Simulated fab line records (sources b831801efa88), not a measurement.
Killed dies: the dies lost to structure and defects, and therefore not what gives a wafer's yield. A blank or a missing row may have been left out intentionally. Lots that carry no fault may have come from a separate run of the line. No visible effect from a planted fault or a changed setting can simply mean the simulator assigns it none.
Which of the tools did it?    flow sfqLine    40 wafers from 14 lots sampled at 3 of the route's 325 steps

WHAT THE GAUGES SHOWED, per wafer
No reading from a measuring or inspecting step in the record can be judged against a usual standard deviation.

TOOL THAT RAN EACH LOT (tool first, then ch and the chambers of the sampled wafers, then the start)
lot   SFQ_TRILAYER_I2_CMP_CMP_064    SFQ_TRILAYER_I2_METRO_MEASURE_065  SFQ_TRILAYER_I2_VIA_ETCH_VIA_ETCH_070
L246  cmp-01 ch 1,2, day 22 23:46    filmMetro-02, day 23 02:53         rieDiel-03 ch 2,3, day 29 13:56
L248  cmp-01 ch 1,3, day 23 11:47    filmMetro-01, day 23 15:07         rieDiel-03 ch 1,3, day 30 00:32
L250  cmp-01 ch 2,3, day 23 23:47    filmMetro-01, day 24 02:55         rieDiel-01 ch 0,1,2, day 30 15:41
L251  cmp-02 ch 0,2,3, day 24 04:04  filmMetro-04, day 24 06:17         rieDiel-03 ch 0,3, day 30 18:05
L252  cmp-01 ch 2,3, day 24 05:28    filmMetro-02, day 24 08:29         rieDiel-01 ch 0,1,3, day 30 20:29
L259  cmp-01 ch 0,3, day 35 00:47    filmMetro-01, day 35 04:18         rieDiel-02 ch 0,1,3, day 40 17:59
L260  cmp-01 ch 0,3, day 35 07:17    filmMetro-04, day 35 10:30         rieDiel-03 ch 1,3, day 40 21:35
L262  cmp-01 ch 0, day 35 21:47      filmMetro-04, day 36 00:54         rieDiel-02 ch 1,3, day 41 03:35
L263  cmp-02 ch 0,1,2, day 38 12:07  filmMetro-01, day 38 14:38         rieDiel-03 ch 2,3, day 42 23:59
L264  cmp-02 ch 0,2,3, day 38 14:07  filmMetro-04, day 38 17:14         rieDiel-01 ch 0,1,2, day 43 02:23
L265  cmp-01 ch 0,2,3, day 39 05:17  filmMetro-04, day 39 06:54         rieDiel-01 ch 0,1,2, day 43 21:19
L266  cmp-02 ch 0,2, day 39 09:07    filmMetro-02, day 39 12:14         rieDiel-03 ch 0,3, day 44 00:55
L267  cmp-01 ch 1,2,3, day 39 10:47  filmMetro-04, day 39 12:54         rieDiel-02 ch 0,1,2, day 44 02:07
L268  cmp-01 ch 0,1,3, day 39 12:47  filmMetro-02, day 39 16:06         rieDiel-01 ch 0,1,2, day 44 03:19
- SFQ_TRILAYER_I2_CMP_CMP_064: polishes SiO2.
- SFQ_TRILAYER_I2_METRO_MEASURE_065
- SFQ_TRILAYER_I2_VIA_ETCH_VIA_ETCH_070: etches SiO2 in CHF3, stops on Nb, target depth 260 nm.

WHAT THE TOOLS THEMSELVES READ (means of the sampled wafers that have a number; where no wafer has one, the mark that the record gives instead)
SFQ_TRILAYER_I2_CMP_CMP_064. Usual: motorCurrentA 10.7 A, standard deviation 0.99; timeToEndpointS 214 s, standard deviation 6.4.
lot   tool    motorCurrentA (A)  timeToEndpointS (s)  flag
L246  cmp-01  10.7               209                  
L248  cmp-01  11.5               212                  
L250  cmp-01  10.8               213                  
L251  cmp-02  9.5                217                  
L252  cmp-01  10.2               216                  
L259  cmp-01  11.2               219                  
L260  cmp-01  11.3               224                  
L262  cmp-01  11.1               223                  
L263  cmp-02  9.8                210                  
L264  cmp-02  9.6                206                  
L265  cmp-01  10.9               216                  
L266  cmp-02  9.5                213                  
L267  cmp-01  11.1               219                  
L268  cmp-01  11.7               215                  

SFQ_TRILAYER_I2_METRO_MEASURE_065. Usual: thkNm at 200.2 nm, with a standard deviation of 0.91.
lot   tool          thkNm (nm)  flag
L246  filmMetro-02  200.5       
L248  filmMetro-01  201.3       
L250  filmMetro-01  200.5       
L251  filmMetro-04  201.1       
L252  filmMetro-02  200.7       
L259  filmMetro-01  193.1       OFF
L260  filmMetro-04  190.6       OFF
L262  filmMetro-04  200.7       
L263  filmMetro-01  198.8       
L264  filmMetro-04  199.0       
L265  filmMetro-04  200.5       
L266  filmMetro-02  198.5       
L267  filmMetro-04  200.9       
L268  filmMetro-02  199.9       

SFQ_TRILAYER_I2_VIA_ETCH_VIA_ETCH_070. Usual: drypumpMotorCurrentA 5.6 A, standard deviation 0.65; oesProductAu 0.855 a.u., standard deviation 0.0051.
lot   tool        drypumpMotorCurrentA (A)  oesProductAu (a.u.)  flag
L246  rieDiel-03  6.1                       0.854                
L248  rieDiel-03  5.6                       0.856                
L250  rieDiel-01  5.3                       0.858                
L251  rieDiel-03  5.2                       0.857                
L252  rieDiel-01  5.6                       0.859                
L259  rieDiel-02  5.7                       0.835                OFF
L260  rieDiel-03  5.8                       0.835                OFF
L262  rieDiel-02  5.3                       0.855                
L263  rieDiel-03  6.1                       0.853                
L264  rieDiel-01  5.3                       0.850                
L265  rieDiel-01  5.3                       0.859                
L266  rieDiel-03  5.1                       0.853                
L267  rieDiel-02  5.6                       0.855                
L268  rieDiel-01  5.3                       0.854                

THE ANSWER, worked out from the rows above alone
Rule: lot off if the mean of its wafers having a number is beyond 3 standard deviations from the usual mean. A lot without any number at a reading at which 4 lots or more have one is off too. Any other lot the step has rows for is counted as sound. First the gauges in route order, then the tools' own readings, where a lot's mean is used as printed above. The first step at which some lot is off is used, and at that step the reading that is off furthest; a lot without a number counts as furthest.
Off: L259, L260 (SFQ_TRILAYER_I2_METRO_MEASURE_065, thkNm).
If a tool, at that step or one of the process steps before it, ran each lot that is off and ran no sound lot following the first of them, it fits. Of those tried, none fits.

WHAT THE SIMULATOR HAD INSERTED
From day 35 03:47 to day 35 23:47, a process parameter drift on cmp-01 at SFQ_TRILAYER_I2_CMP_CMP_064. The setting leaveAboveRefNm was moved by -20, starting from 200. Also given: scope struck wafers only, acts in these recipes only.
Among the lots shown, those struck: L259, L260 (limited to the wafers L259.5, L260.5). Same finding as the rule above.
